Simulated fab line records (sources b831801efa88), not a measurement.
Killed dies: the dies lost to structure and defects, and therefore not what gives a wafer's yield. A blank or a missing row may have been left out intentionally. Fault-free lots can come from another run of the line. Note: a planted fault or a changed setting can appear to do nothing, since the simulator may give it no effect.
Problem report in the 8D (eight disciplines) form, filled by code ; flow sky130 ; the parts of the form that need people (team, actions taken, sign-off) are left out

== 1. PROBLEM STATEMENT ==
Mean of killed at contacts at SKY_PAD_OPEN_PROBE_99: 70 across 6 wafers in 2 lots; on wafers with no fault it is 25 (standard deviation 6.1). Measured from the usual mean, that is +7.3 standard deviations.
First seen on wafer L142.1, day 48 05:15, on prober-02. Wafers with a number at this step in the record: 6, from 2 lots. Rule for "out", or "out of limits": more than 4 standard deviations from the usual mean. The rest of the wafers with a number are treated as sound.

== 2. WHAT IT IS, WHAT IT ISN'T ==
question;is;is not
which readings at this step;killed at contacts;killed_at_M0_to_M3, killed_at_M4_up, killed at front end, killed at other, killed short
which lots;L142, L143;-
which wafers of those lots;all that have a number;-
read on which tools;prober-01, prober-02;-
when;from day 48 05:15;up to then (0 sound wafers)

== 3. SUSPECTS, AND WHAT RULES EACH OUT ==
Counting: a tool at any process step up to the reading remains a suspect when it ran all the lots that are out and ran no sound lot after the first of those.
- plasma asher-02 at SKY_LOCAL_INTERCONNECT_STRIP_15 (strips in O2/N2): kept. It ran every lot that is out, first L142 (day 33 13:06), and no sound lot after that.
- pecvd-01 at SKY_PASSIVATION_CVD_02 (deposits Si3N4, target thk 540 nm): kept. It ran every lot that is out, first L142 (day 46 07:28), and no sound lot after that.
What counting leaves: plasma asher-02 at SKY_LOCAL_INTERCONNECT_STRIP_15 and pecvd-01 at SKY_PASSIVATION_CVD_02.

== 4. THE CAUSE (what the simulator had put in) ==
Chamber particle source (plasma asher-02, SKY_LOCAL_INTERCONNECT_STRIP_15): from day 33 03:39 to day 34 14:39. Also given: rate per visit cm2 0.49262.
Counting left 2 suspects, and this tool is among them.

== 5. SEQUENCE OF EFFECTS, ordered by route ==
Rows list readings where the struck wafers' mean (over those with a number) sits beyond 3 standard deviations from the usual. Only readings whose record carries a usual standard deviation are examined. hours: median over the lots of the time between each lot's start at the first step of this table that gives one and its start at this step. sigmas: the change, counted in usual standard deviations.
hours;step;reading;usual;on struck wafers;change;sigmas
0;SKY_PAD_OPEN_PROBE_99;killed at contacts;25;70;+45;+7.3
0;SKY_PAD_OPEN_PROBE_99;killed dies;88;128;+40;+4.0
It contains these process steps:
- SKY_PAD_OPEN_PROBE_99

== 6. WHAT WOULD HAVE CAUGHT IT SOONER ==
In this record no reading fell out of limits until day 48 05:15, 362 hours after the fault had begun at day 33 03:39.
An alarm limit of 4 standard deviations would not have fired on the tool readings at SKY_LOCAL_INTERCONNECT_STRIP_15 for which the record gives a usual standard deviation, since none of them was out on any struck wafer.
All the lots that are out (2) had begun SKY_LOCAL_INTERCONNECT_STRIP_15 on plasma asher-02 by day 48 05:15. None of them would have been spared by holding the tool at that moment.
